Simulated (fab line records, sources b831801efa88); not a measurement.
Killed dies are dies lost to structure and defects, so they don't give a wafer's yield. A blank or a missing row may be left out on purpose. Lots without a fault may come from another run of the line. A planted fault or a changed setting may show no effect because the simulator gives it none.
Problem report in the 8D (eight disciplines) form, filled by code | flow sky130 | the parts of the form that need people (team, actions taken, sign-off) are left out

1. THE PROBLEM
oes_product_au at SKY_POLY_GATE_ETCH_17 reads a mean of 0.832 a.u. on 1 wafer of 1 lot; wafers without a fault read 0.979 a.u. with a standard deviation of 0.0088. That is -17 standard deviations from the usual mean.
The step: etches poly-Si in HBr/Cl2, stops on SiO2, target depth 180 nm, time 70.5 s.
First seen on wafer L137.4, day 26 03:04, on rie_si-01. The record holds 39 wafers of 13 lots with a number at this step. Rule for "out", or "out of limits": more than 4 standard deviations from the usual mean. The other wafers with a number count as sound.

2. WHAT IT IS AND WHAT IT IS NOT
question                    | is                | is not
which readings at this step | oes_product_au    | drypump_motor_current_A, mfc_cl2_sccm, throttle_valve_pct
which lots                  | L137              | L119, L120, L122, L123, L127, L128, L131, L133, L134, L139, L140, L141
which wafers of those lots  | L137.4            | L137.1, L137.2
read on which tools         | rie_si-01         | rie_si-02
when                        | from day 26 03:04 | up to then (29 sound wafers); but 9 sound wafers of L139, L140, L141 came after

3. SUSPECTS, AND WHAT RULES EACH OUT
Counting: a tool at a process step up to the reading stays a suspect if it ran every lot that is out. Sound lots after the first of them don't rule it out here, since some wafers of a struck lot are sound.
- rie_diel-04 at SKY_POLY_GATE_ETCH_16 (etches Si3N4 in CH3F/O2, stops on poly-Si, time 147.5 s, target depth 75 nm): kept. It ran the lot that is out, L137 (day 26 02:58); its last sound lot up to then is L128 (day 19 02:20).
- rie_si-01 at SKY_POLY_GATE_ETCH_17 (etches poly-Si in HBr/Cl2, stops on SiO2, target depth 180 nm, time 70.5 s): kept. It ran the lot that is out, L137 (day 26 03:04); its last sound lot up to then is L133 (day 25 06:47). Its own readings are out on those wafers: oes_product_au.
- Within rie_diel-04 at SKY_POLY_GATE_ETCH_16: the wafers that are out ran in chamber 2; their sound lot-mates ran in chambers 1, 3.
- Within rie_si-01 at SKY_POLY_GATE_ETCH_17: the wafers that are out ran in chamber 1; their sound lot-mates ran in chambers 0, 3.
Left after counting: rie_diel-04 at SKY_POLY_GATE_ETCH_16, rie_si-01 at SKY_POLY_GATE_ETCH_17.

4. THE CAUSE (what the simulator had put in)
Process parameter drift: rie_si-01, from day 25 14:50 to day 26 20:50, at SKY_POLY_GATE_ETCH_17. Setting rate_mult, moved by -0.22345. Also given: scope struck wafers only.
Counting left 2 suspects, and this tool is among them.

5. THE CHAIN OF EFFECTS, in route order
Each row: a reading whose mean over the struck wafers that have a number lies more than 3 standard deviations from the usual. Only readings for which the record gives a usual standard deviation are gone through. hours: the time from each lot's start at the first step in this table that gives one to its start at this step, as a median over the lots. sigmas: the change in usual standard deviations.
hours | step                   | reading                  | usual      | on struck wafers | change | sigmas
0     | SKY_POLY_GATE_ETCH_17  | oes_product_au           | 0.979 a.u. | 0.832            | -0.147 | -17
0     | SKY_POLY_GATE_STRIP_18 | strip_time_to_endpoint_s | 3.19 s     | 3.37             | +0.18  | +3.3
The process steps in it:
- SKY_POLY_GATE_ETCH_17: etches poly-Si in HBr/Cl2, stops on SiO2, target depth 180 nm, time 70.5 s.
- SKY_POLY_GATE_STRIP_18: strips in O2/N2.
Later measuring or inspecting steps at which every struck wafer that the step has a row for has a number for every such reading, and none has moved that far: SKY_LDD_N_OVL_MEAS_07.

6. WHAT WOULD HAVE CAUGHT IT SOONER
In this record the first reading out of limits was taken at day 26 03:04, 12 hours after the fault began at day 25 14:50.
